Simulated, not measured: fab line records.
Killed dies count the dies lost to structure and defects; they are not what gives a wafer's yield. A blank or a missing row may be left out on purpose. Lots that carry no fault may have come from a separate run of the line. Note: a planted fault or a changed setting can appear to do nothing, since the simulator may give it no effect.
A lot that was struck, set against a sound lot / flow sky130 / 25 out of 708 route steps
Sound: these wafers, L444.2, L444.4, L444.6. Struck: wafers L462.1, L462.2, L462.4. Last of all comes the cause.
Per side, at each step with rows, come the tool, then ch with its chambers, and then its first start. Under that, the readings that differ: sound wafers / struck wafers / difference of the means / sigmas: that difference in standard deviations of wafers without a fault.
alike: a reading whose means differ by less than 2 such deviations, as well as words and numbers matching on both sides. not compared: withheld readings; readings where some wafer has no value; bounds like >300 that might hide an equal value; numbers whose values overlap and for which the record gives no deviation.
Wherever a step has rows on one side only, a row that says differs or no value, or a row with sigmas, the two part there. Numbers that don't overlap but have no deviation are shown without sigmas and don't part them. A reading missing from all wafers of one side parts the sides only when that side holds two or more wafers.

SKY_NWELL_RS_MEAS_31: measurement is done with a four-point probe.
  sound on film-metro-02 at day 5 15:44; struck on film-metro-03 at day 10 03:13
  alike: PWDE_RS
then, 7 steps without rows for these wafers: SKY_VT_ADJUST_HVTP_DEHYDRATE_00 (time 60 s); SKY_VT_ADJUST_HVTP_HMDS_01 (prime time 60 s); SKY_VT_ADJUST_HVTP_COAT_02 (resist thk 1140 nm); SKY_VT_ADJUST_HVTP_SOFTBAKE_03 (time 60 s); SKY_VT_ADJUST_HVTP_EXPOSE_04 (exposes mask HVTPM, target cd 380 nm); SKY_VT_ADJUST_HVTP_PEB_05; SKY_VT_ADJUST_HVTP_DEVELOP_06 (develop time 60 s).
SKY_VT_ADJUST_HVTP_CD_MEAS_07: the cd target is 380 nm.
  sound on cd-sem-01 at day 6 10:37; struck on cd-sem-01 at day 11 02:14
reading=cd-nm (nm); sound=379.1 377.4 379.3; struck=382.6 386.1 383.4; difference=+5.4; sigmas=+2
SKY_VT_ADJUST_HVTP_OVL_MEAS_08:
  sound on overlay-01 at day 6 10:43; struck on overlay-01 at day 11 02:21
  alike: VT_ADJUST_HVTP_OVL
next, for these wafers, 1 step has no rows: SKY_VT_ADJUST_HVTP_IMPLANT_09.
SKY_VT_ADJUST_HVTP_STRIP_10: strips in O2/N2.
  sound on plasma-asher-02 ch 0,1, day 6 10:53; struck on plasma-asher-03 ch 0,1, day 11 02:32
  no value came back on the struck wafers for chamber-pressure-mTorr (mTorr), drypump-motor-current-A (A), oes-product-au (a.u.), strip-time-to-endpoint-s (s); on the sound wafers chamber-pressure-mTorr (mTorr) reads 1501.7 1501.7 1500.0
reading=model.NOVOLAK_of_VT_ADJUST_HVTP_COAT_02.thk-nm (nm); sound=0 0 0; struck=1138 1135 1141; difference=+1138; sigmas=
  not compared: rf-hours-counter-h
SKY_VT_ADJUST_HVTP_TW_MEAS_11:
  sound on film-metro-01 at day 6 11:00; struck on film-metro-02 at day 11 02:38
reading=VT_ADJUST_HVTP_TW; sound=1361 1362 1363; struck=1339 1336 1332; difference=-26; sigmas=-2
then, 7 steps without rows for these wafers: SKY_VT_ADJUST_LVTN_DEHYDRATE_00 (time 60 s); SKY_VT_ADJUST_LVTN_HMDS_01 (prime time 60 s); SKY_VT_ADJUST_LVTN_COAT_02 (resist thk 3000 nm); SKY_VT_ADJUST_LVTN_SOFTBAKE_03; SKY_VT_ADJUST_LVTN_EXPOSE_04 (exposes mask NWM COMPLEMENT LESS NATIVE, target cd 840 nm); SKY_VT_ADJUST_LVTN_PEB_05; SKY_VT_ADJUST_LVTN_DEVELOP_06 (develop time 60 s).
SKY_VT_ADJUST_LVTN_OVL_MEAS_07:
  sound on overlay-01 at day 7 05:31; struck on overlay-01 at day 12 03:02
  alike: VT_ADJUST_LVTN_OVL
next, for these wafers, 1 step has no rows: SKY_VT_ADJUST_LVTN_IMPLANT_08.
SKY_VT_ADJUST_LVTN_STRIP_09: strips in O2/N2.
  sound on plasma-asher-03 ch 0,1, day 7 05:42; struck on plasma-asher-03 ch 0,1, day 12 03:13
reading=strip-time-to-endpoint-s (s); sound=36.94 36.93 37.04; struck=53.65 53.66 53.86; difference=+16.75; sigmas=+99 or more
  alike: chamber-pressure-mTorr, drypump-motor-current-A, oes-product-au
  not compared: rf-hours-counter-h
SKY_VT_ADJUST_LVTN_TW_MEAS_10:
  sound on film-metro-01 at day 7 05:49; struck on film-metro-04 at day 12 03:19
reading=VT_ADJUST_LVTN_TW; sound=243.0 243.6 241.7; struck=29.9 30.0 29.9; difference=-212.8; sigmas=-99 or more
then, 1 step without rows for these wafers: SKY_VT_ADJUST_LVTN_DEHYDRATE_11 (time 60 s).

== WHERE THEY PART ==
Last at SKY_VT_ADJUST_LVTN_TW_MEAS_10 as far as this record goes, first at SKY_VT_ADJUST_HVTP_CD_MEAS_07.

WHY: what the simulator had put in
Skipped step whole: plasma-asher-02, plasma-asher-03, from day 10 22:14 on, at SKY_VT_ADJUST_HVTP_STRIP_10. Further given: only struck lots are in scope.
